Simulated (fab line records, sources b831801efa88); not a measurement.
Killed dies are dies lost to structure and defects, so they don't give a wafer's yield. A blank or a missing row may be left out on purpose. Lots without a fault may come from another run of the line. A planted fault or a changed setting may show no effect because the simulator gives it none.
Problem report in the 8D (eight disciplines) form, filled by code | flow gf180mcu | the parts of the form that need people (team, actions taken, sign-off) are left out

1. THE PROBLEM
overpolish_run_s at GF_V1_CMP_26 reads a mean of 0.046 s on 3 wafers of 3 lots; wafers without a fault read 15.000 s with a standard deviation of 0.01. That is -99 or more standard deviations from the usual mean.
The step: polishes, stops on SiO2, t overpolish 15 s, target thk 0 nm.
First seen on wafer L769.2, day 24 03:20, on cmp-01. The record holds 37 wafers of 13 lots with a number at this step. Rule for "out", or "out of limits": more than 4 standard deviations from the usual mean. The other wafers with a number count as sound.

2. WHAT IT IS AND WHAT IT IS NOT
question                    | is                                   | is not
which readings at this step | overpolish_run_s, time_to_endpoint_s | head_pressure_psi, motor_current_A
which lots                  | L769, L770, L771                     | L752, L755, L757, L758, L760, L762, L764, L765, L774, L775
which wafers of those lots  | L769.2, L770.3, L771.1               | L770.2, L770.4, L771.2, L771.6
read on which tools         | cmp-01                               | cmp-02
when                        | from day 24 03:20                    | up to then (24 sound wafers); but 10 sound wafers of L770, L771, L774, L775 came after

3. SUSPECTS, AND WHAT RULES EACH OUT
Counting: a tool at a process step up to the reading stays a suspect if it ran every lot that is out. Sound lots after the first of them don't rule it out here, since some wafers of a struck lot are sound.
- cmp-01 at GF_V1_CMP_26 (polishes, stops on SiO2, t overpolish 15 s, target thk 0 nm): kept. It ran every lot that is out, first L769 (day 24 03:20); its last sound lot up to then is L765 (day 22 23:27). Its own readings are out on those wafers: overpolish_run_s, time_to_endpoint_s.
- Within cmp-01 at GF_V1_CMP_26: the wafers that are out ran in chamber 2; their sound lot-mates ran in chambers 0, 1, 3.
Left after counting: cmp-01 at GF_V1_CMP_26.

4. THE CAUSE (what the simulator had put in)
Process parameter drift: cmp-01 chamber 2, from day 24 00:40 on, at GF_V1_CMP_26. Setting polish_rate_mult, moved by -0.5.
Counting left only this tool.

5. THE CHAIN OF EFFECTS, in route order
Each row: a reading whose mean over the struck wafers that have a number lies more than 3 standard deviations from the usual. Only readings for which the record gives a usual standard deviation are gone through. hours: the time from each lot's start at the first step in this table that gives one to its start at this step, as a median over the lots. sigmas: the change in usual standard deviations.
hours | step                    | reading              | usual    | on struck wafers | change  | sigmas
0     | GF_V1_CMP_26            | overpolish_run_s     | 15.000 s | 0.046            | -14.954 | -99 or more
0     | GF_V1_CMP_26            | time_to_endpoint_s   | 84 s     | 129              | +45     | +12
220   | GF_PASSIVATION_PROBE_99 | defect_limited_yield | 90.1 %   | 0.0              | -90.1   | -60
220   | GF_PASSIVATION_PROBE_99 | killed_at_M0_to_M3   | 21       | 466              | +446    | +89
220   | GF_PASSIVATION_PROBE_99 | killed_dies          | 49       | 492              | +443    | +61
220   | GF_PASSIVATION_PROBE_99 | killed_on_rim        | 10       | 96               | +86     | +29
220   | GF_PASSIVATION_PROBE_99 | sort_bin_3_pad_short | 0.5 %    | 92.2             | +91.7   | +99 or more
220   | GF_PASSIVATION_PROBE_99 | sort_n_pass          | 443      | 0                | -443    | -61
220   | GF_PASSIVATION_PROBE_99 | sort_yield_pct       | 90.1 %   | 0.0              | -90.1   | -60
The process steps in it:
- GF_V1_CMP_26: polishes, stops on SiO2, t overpolish 15 s, target thk 0 nm.
- GF_PASSIVATION_PROBE_99

6. WHAT WOULD HAVE CAUGHT IT SOONER
In this record the first reading out of limits was taken at day 24 03:20, 3 hours after the fault began at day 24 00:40.
